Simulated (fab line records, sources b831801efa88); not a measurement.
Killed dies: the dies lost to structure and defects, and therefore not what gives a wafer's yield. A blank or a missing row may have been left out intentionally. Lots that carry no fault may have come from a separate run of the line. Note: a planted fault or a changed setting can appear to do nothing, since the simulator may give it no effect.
Which of the tools did it? | flow sky130 | 36 wafers sampled from 12 lots at 1 step of a route of 708

## WHAT THE GAUGES SHOWED, per wafer
SKY_POLY_GATE_CD_MEAS_13 targets a cd of 150 nm.
lot  | measured     | on        | cd_nm (nm)
L075 | day 17 18:50 | cd_sem-02 | 147.9 147.5 147.9
L076 | day 18 08:49 | cd_sem-01 | 147.7 149.1 148.5
L079 | day 19 05:26 | cd_sem-01 | 148.8 150.0 150.5
L081 | day 19 17:17 | cd_sem-01 | 151.1 151.8 150.8
L083 | day 20 17:07 | cd_sem-01 | 149.9 149.0 150.5
L085 | day 21 14:48 | cd_sem-02 | 150.0 149.9 149.6
L087 | day 22 09:04 | cd_sem-01 | 150.2 149.6 149.9
L089 | day 22 22:47 | cd_sem-02 | 150.0 148.7 150.8
L091 | day 23 09:23 | cd_sem-02 | 148.6 147.3 148.6
L093 | day 24 03:23 | cd_sem-02 | 149.6 150.3 149.4
L096 | day 24 19:20 | cd_sem-01 | 150.5 150.1 149.9
L097 | day 25 05:44 | cd_sem-02 | 149.2 148.3 147.5

## EACH LOT AND THE TOOL THAT RAN IT (in order: tool; ch and the chambers of the sampled wafers; start)
Before these readings, the record contains no process step.

## THE ANSWER, worked out from the rows above alone
Rule: what is usual is taken from the lots themselves. The widest of any qualifying gaps counts: lots, ordered by their means at a reading, are off when they make up no more than a third of the lots, leave a main group of 4 or more, and stand apart from it by 3 or more times the standard deviation of that group's means. The tables above print the reading to a certain number of digits; a main group whose means all agree to those digits is not used. A lot without any number at a reading at which 4 lots or more have one is off too. The other lots that the step has rows for count as sound.
None of the lots is off at any reading shown; this tells nothing.

## WHAT WAS PUT IN BY THE SIMULATOR
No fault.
